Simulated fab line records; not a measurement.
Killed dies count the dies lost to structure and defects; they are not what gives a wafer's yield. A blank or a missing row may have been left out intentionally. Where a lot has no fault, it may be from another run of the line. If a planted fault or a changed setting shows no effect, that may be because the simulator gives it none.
The tool behind it: which one?    flow sky130    10 lots with 30 wafers sampled at 3 steps, on a route of 708 steps

== WHAT THE GAUGES SHOWED, per wafer ==
SKY_SD_N_RS_MEAS_16: the measuring method here is four-point-probe.
lot   measured      on             SD_N_RS (ohm/sq)
L157  day 29 17:38  film_metro-01  68.71 68.66 68.84
L158  day 30 06:11  film_metro-01  68.71 68.70 68.56
L162  day 31 06:31  film_metro-02  68.79 68.61 68.71
L165  day 32 04:17  film_metro-02  73.15 73.11 73.16 73.16 73.00 73.15
L164  day 32 07:21  film_metro-04  73.06 72.97 73.06 72.91 73.07 72.89
L168  day 32 19:52  film_metro-01  68.78 68.78 68.70
L167  day 33 01:55  film_metro-04  68.64 68.63 68.69
L172  day 34 05:36  film_metro-02  68.37 68.43 68.60
L173  day 34 10:25  film_metro-04  68.68 68.72 68.57
L174  day 35 18:56  film_metro-04  68.54 68.54 68.64

== TOOL THAT RAN EACH LOT (tool first, then ch and the chambers of the sampled wafers, then the start) ==
lot   SKY_SD_N_IMPLANT_09              SKY_SD_N_STRIP_11
L157  implanter-03 ch 0, day 29 16:56  plasma_asher-02 ch 0,1, day 29 17:14
L158  implanter-02 ch 0, day 30 05:29  plasma_asher-01 ch 0,1, day 30 05:47
L162  implanter-02 ch 0, day 31 05:50  plasma_asher-03 ch 0,1, day 31 06:08
L165  implanter-02 ch 0, day 32 03:37  plasma_asher-01 ch 0,1, day 32 03:53
L164  implanter-02 ch 0, day 32 05:14  plasma_asher-01 ch 0,1, day 32 05:32
L168  implanter-03 ch 0, day 32 19:11  plasma_asher-03 ch 0,1, day 32 19:29
L167  implanter-03 ch 0, day 33 01:14  plasma_asher-03 ch 0,1, day 33 01:32
L172  implanter-03 ch 0, day 34 04:56  plasma_asher-01 ch 0,1, day 34 05:13
L173  implanter-01 ch 0, day 34 09:44  plasma_asher-02 ch 0,1, day 34 10:02
L174  implanter-01 ch 0, day 35 18:15  plasma_asher-03 ch 0,1, day 35 18:33
- SKY_SD_N_IMPLANT_09
- SKY_SD_N_STRIP_11: strips in O2/N2.

== THE ANSWER, worked out from the rows above alone ==
Rule: usual is defined by the lots themselves. Put in order of their means at a reading, lots are off if they are a third of the lots or fewer, leave a main group of 4 or more, and stand apart from it by a gap of 3 or more times the standard deviation of the main group's means; of several such gaps the widest counts. A main group is skipped when, at the precision printed for the reading in the tables above, its means are all equal. A lot without any number at a reading at which 4 lots or more have one is off too. The other lots that the step has rows for count as sound.
Off: at SKY_SD_N_RS_MEAS_16 (SD_N_RS), L165, L164. The main group: mean 68.65 ohm/sq, standard deviation 0.087.
If a tool, at a process step before that reading, ran all the lots that are off and no sound lot after the first of them, it fits. The gauges at SKY_SD_N_RS_MEAS_16 are tried like those tools. One fits: implanter-02 at SKY_SD_N_IMPLANT_09. Its last sound lot is L162 (day 31 05:50), its first lot that is off L165 (day 32 03:37): a fault that began between those two fits.

== WHAT THE SIMULATOR HAD INSERTED ==
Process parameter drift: implanter-02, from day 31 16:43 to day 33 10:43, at SKY_SD_N_IMPLANT_09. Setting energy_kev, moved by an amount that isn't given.
Shown lots that were struck: L165, L164. The rule given above showed the same thing.
